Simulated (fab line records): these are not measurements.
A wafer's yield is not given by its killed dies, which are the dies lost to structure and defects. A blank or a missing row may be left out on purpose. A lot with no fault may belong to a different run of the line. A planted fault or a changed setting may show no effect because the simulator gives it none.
A struck lot beside a sound one + flow sky130 + 37 steps out of a route of 708
Sound: these wafers, L298.1, L298.3, L298.4. Struck: wafer L295.2 (left out: L295.1, L295.3 of the same lot, which were not struck); the cause appears at the end.
Order at every step that has rows: each side's tool, ch and its chambers, its first start. Under that, the readings that differ: sound wafers + struck wafers + difference of the means + sigmas: that difference in standard deviations of wafers without a fault.
alike: same words and numbers on both sides, and readings whose means sit less than 2 such deviations apart. not compared: any withheld reading, any reading some wafer has no value for, any bound like >300 that may hide the same value, and any number with overlapping values for which the record gives no deviation.
Wherever a step has rows on one side only, a row that says differs or no value, or a row with sigmas, the two part there. Non-overlapping numbers with no deviation appear without sigmas and do not part them. Lack of a reading on every wafer of one side parts them only where that side has two or more wafers.

first, 9 steps without rows for these wafers: SKY_VIA3_SPUTTER_20 (material TiN, target thk 20 nm, time 80 s); SKY_VIA3_CVD_21 (deposits W, target thk 390 nm, time 117.31 s); SKY_VIA3_CMP_24 (polishes, stops on SiO2, t overpolish 18.53 s, target thk 0 nm); SKY_METAL4_SPUTTER_00 (material Ti, target thk 15 nm, time 10 s); SKY_METAL4_SPUTTER_01 (material TiN, target thk 20 nm, time 16.7 s); SKY_METAL4_SPUTTER_02 (material AlCu, target thk 735 nm, time 39.1 s); SKY_METAL4_SPUTTER_03 (material Ti, target thk 5 nm, time 3.3 s); SKY_METAL4_SPUTTER_04 (material TiN, target thk 70 nm, time 58.3 s); SKY_CAP2M_CVD_00 (deposits SiO2, target thk 15.5 nm).
SKY_CAP2M_SPUTTER_02: material TiN, target thk 200 nm, time 166.7 s.
  sound on pvd sputter-01, day 44 18:41; struck on pvd sputter-02, day 43 22:52
| reading                                   | sound           | struck | difference | sigmas |
|-------------------------------------------|-----------------|--------|------------|--------|
| model.TiN_of_CAP2M_SPUTTER_02.thk nm (nm) | 200.1 202 200.3 | 188.9  | -11.9      |        |
  alike: throttle valve pct
  not compared: susceptor temp C
SKY_CAP2M_RS_MEAS_03: a four-point-probe measurement.
  sound on film metro-02, day 44 18:48; struck on film metro-02, day 43 23:21
| reading               | sound          | struck | difference | sigmas |
|-----------------------|----------------|--------|------------|--------|
| CAP2M_TIN_RS (ohm/sq) | 6.92 6.83 6.90 | 7.33   | +0.45      | +6     |
  not compared: hold
SKY_CAP2M_THK_MEAS_04: measures by xrf.
  sound on film metro-02, day 44 18:55; struck on film metro-02, day 44 01:49
| reading            | sound             | struck | difference | sigmas |
|--------------------|-------------------|--------|------------|--------|
| CAP2M_TIN_THK (nm) | 203.4 204.3 202.9 | 190.1  | -13.4      | -5     |
  not compared: hold
then, 6 steps without rows for these wafers: SKY_CAP2M_HMDS_06 (prime time 60 s); SKY_CAP2M_COAT_07 (resist thk 1140 nm); SKY_CAP2M_SOFTBAKE_08 (time 60 s); SKY_CAP2M_EXPOSE_09 (exposes mask CAP2M, target cd 1000 nm); SKY_CAP2M_PEB_10; SKY_CAP2M_DEVELOP_11 (develop time 57.3 s).
SKY_CAP2M_METAL_ETCH_13: etches TiN in Cl2/BCl3, stops on SiO2, target depth 220 nm, time 62.9 s.
  sound on rie metal-04 ch 0,1, day 45 15:55; struck on rie metal-01 ch 1, day 44 20:04
| reading                           | sound             | struck | difference | sigmas |
|-----------------------------------|-------------------|--------|------------|--------|
| oes product au (a.u.)             | 0.950 0.954 0.947 | 0.904  | -0.046     | -6     |
| model.CAP2M.feature depth nm (nm) | 200.1 202 200.3   | 188.9  | -11.9      |        |
| model.etch.depth nm (nm)          | 200.1 202 200.3   | 188.9  | -11.9      |        |
  alike: drypump motor current A, mfc cl2 sccm, throttle valve pct
  not compared: rf hours counter h
then, 16 steps without rows for these wafers: SKY_CAP2M_STRIP_14 (strips in O2/N2); SKY_CAP2M_STRIP_15 (strips in post etch residue remover, time 1200 s); SKY_CAP2M_CLEAN_16 (cleans in IPA, time 180 s); SKY_CAP2M_CLEAN_17 (cleans in O3/DIW); SKY_METAL4_DEHYDRATE_05 (time 60 s); SKY_METAL4_HMDS_06 (prime time 60 s); SKY_METAL4_COAT_07 (resist thk 60 nm); SKY_METAL4_COAT_08 (resist thk 1140 nm); SKY_METAL4_SOFTBAKE_09 (time 90 s); SKY_METAL4_EXPOSE_10 (exposes mask MM4, target cd 300 nm); SKY_METAL4_PEB_11; SKY_METAL4_DEVELOP_12 (develop time 60 s); SKY_METAL4_DESCUM_15 (chemistry O2, time 8 s); SKY_METAL4_ETCH_16 (etches BARC in N2/H2, stops on SiO2, time 88.2 s, target depth 60 nm); SKY_METAL4_ETCH_17 (etches SiO2 in C4F8/O2/Ar, stops on TiN, time 3.9 s, target depth 15 nm); SKY_METAL4_METAL_ETCH_18 (etches the open film in Cl2/BCl3, stops on SiO2, target depth 845 nm, time 183.1 s).
SKY_METAL4_STRIP_20: strips in post etch residue remover, time 1200 s.
  sound on wet bench-02 ch 1, day 46 13:22; struck on wet bench-02 ch 1, day 45 18:37
| reading                                   | sound             | struck | difference | sigmas |
|-------------------------------------------|-------------------|--------|------------|--------|
| model.TiN_of_CAP2M_SPUTTER_02.thk nm (nm) | 199.3 201.1 199.5 | 188.1  | -11.9      |        |
-- the record jumps here: 3 days lie between the struck wafers' starts before and after (it left off in module METAL4 and takes up again in module PAD_OPEN, whose first step shown is number 708 of the route) --
SKY_PAD_OPEN_PROBE_99:
  sound on prober-02, day 49 20:27; struck on prober-01, day 49 05:04
| reading                           | sound           | struck | difference | sigmas |
|-----------------------------------|-----------------|--------|------------|--------|
| model.etest.cap mim2.plate ohm sq | 6.03 5.989 6.01 | 6.391  | +0.381     |        |
  alike: defect limited yield, killed_at_M0_to_M3, killed_at_M4_up, killed at contacts, killed at front end, killed at other, killed dies, killed open, killed short, sort_bin_3_pad_short, sort_bin_5_function, sort_bin_6_memory, sort n pass, sort yield pct

== WHERE THEY PART ==
First at SKY_CAP2M_RS_MEAS_03; last, within this record, at SKY_CAP2M_METAL_ETCH_13. Later steps at which nothing parts them and some readings are alike: SKY_PAD_OPEN_PROBE_99.

WHY: whatever the simulator had introduced
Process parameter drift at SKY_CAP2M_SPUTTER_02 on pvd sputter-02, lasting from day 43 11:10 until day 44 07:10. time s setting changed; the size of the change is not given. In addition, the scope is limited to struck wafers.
